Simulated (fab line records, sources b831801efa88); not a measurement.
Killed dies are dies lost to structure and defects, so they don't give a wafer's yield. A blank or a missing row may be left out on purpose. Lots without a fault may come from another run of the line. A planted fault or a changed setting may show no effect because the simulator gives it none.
Which tool did it? | flow sky130 | 12 lots, 36 wafers sampled, at 3 steps of a route of 708

WHAT THE GAUGES READ, wafer by wafer
SKY_VIA2_BOW_MEAS_03. Usual: VIA2_BOW 87 um, standard deviation 7.2.
lot  | measured     | on            | VIA2_BOW (um) | flag
L175 | day 35 09:37 | film_metro-04 | 83 89 98      |
L177 | day 35 23:42 | film_metro-04 | 85 90 90      |
L178 | day 36 11:01 | film_metro-04 | 87 90 90      |
L180 | day 36 20:40 | film_metro-01 | 83 91 85      |
L182 | day 37 14:05 | film_metro-02 | 82 86 91      |
L189 | day 39 17:50 | film_metro-01 | 98 81 89      |
L191 | day 40 06:55 | film_metro-01 | 76 80 74      |
L192 | day 40 17:06 | film_metro-04 | 78 84 83      |
L194 | day 41 02:16 | film_metro-04 | 74 108 83     |
L196 | day 41 16:21 | film_metro-04 | 99 89 92      |
L197 | day 41 21:17 | film_metro-01 | 85 83 99      |
L198 | day 42 11:43 | film_metro-02 | 105 99 89     |

SKY_VIA2_OVL_MEAS_13. Usual: VIA2_OVL 3 nm, standard deviation 5.2.
lot  | measured     | on         | VIA2_OVL (nm) | flag
L175 | day 36 12:00 | overlay-02 | -4 4 0        |
L177 | day 37 01:56 | overlay-02 | 4 2 3         |
L178 | day 37 13:09 | overlay-02 | 9 9 3         |
L180 | day 37 22:58 | overlay-02 | 1 -2 -4       |
L182 | day 38 15:35 | overlay-02 | 2 -3 0        |
L189 | day 40 18:07 | overlay-02 | 14 12 9       |
L191 | day 41 07:23 | overlay-01 | 6 1 4         |
L192 | day 41 17:16 | overlay-01 | -2 5 2        |
L194 | day 42 02:59 | overlay-01 | 7 6 -5        |
L196 | day 42 16:48 | overlay-01 | -2 0 -9       |
L197 | day 42 20:55 | overlay-01 | 9 4 10        |
L198 | day 43 11:46 | overlay-02 | 4 4 1         |

SKY_VIA2_RS_MEAS_22: measures by four-point-probe. Usual: VIA2_W_RS 0.271 ohm/sq, standard deviation 0.0036.
lot  | measured     | on            | VIA2_W_RS (ohm/sq) | flag
L175 | day 36 13:01 | film_metro-04 | 0.264 0.273 0.266  |
L177 | day 37 02:52 | film_metro-01 | 0.272 0.274 0.275  |
L178 | day 37 14:04 | film_metro-01 | 0.278 0.275 0.274  |
L180 | day 37 23:54 | film_metro-01 | 0.276 0.275 0.268  |
L182 | day 38 16:31 | film_metro-02 | 0.270 0.269 0.272  |
L189 | day 40 19:07 | film_metro-01 | 0.267 0.269 0.269  |
L191 | day 41 08:22 | film_metro-02 | 0.271 0.267 0.268  |
L192 | day 41 18:14 | film_metro-02 | 0.270 0.273 0.269  |
L194 | day 42 03:56 | film_metro-02 | 0.270 0.264 0.271  |
L196 | day 42 17:46 | film_metro-01 | 0.274 0.266 0.275  |
L197 | day 42 22:23 | film_metro-01 | 0.268 0.271 0.271  |
L198 | day 43 12:42 | film_metro-04 | 0.273 0.269 0.277  |

WHICH TOOL RAN EACH LOT (tool, then ch and the chambers of the sampled wafers, then the start)
The record holds no process step before these readings.

WHAT THE TOOLS THEMSELVES READ (means of the sampled wafers that have a number; where no wafer has one, the mark that the record gives instead)
The record holds no such reading with a usual standard deviation.

THE ANSWER, worked out from the rows above alone
Rule: a lot is off if the mean of its wafers that have a number lies more than 3 standard deviations from the usual mean. A lot without any number at a reading at which 4 lots or more have one is off too. The other lots that the step has rows for count as sound. The gauges are gone through in route order, then the tools' own readings, and for those a lot's mean is taken as printed above. The first step at which some lot is off is used, and at that step the reading that is off furthest; a lot without a number counts as furthest.
No lot is off at any reading shown: from this, nothing can be told.

WHAT THE SIMULATOR HAD PUT IN
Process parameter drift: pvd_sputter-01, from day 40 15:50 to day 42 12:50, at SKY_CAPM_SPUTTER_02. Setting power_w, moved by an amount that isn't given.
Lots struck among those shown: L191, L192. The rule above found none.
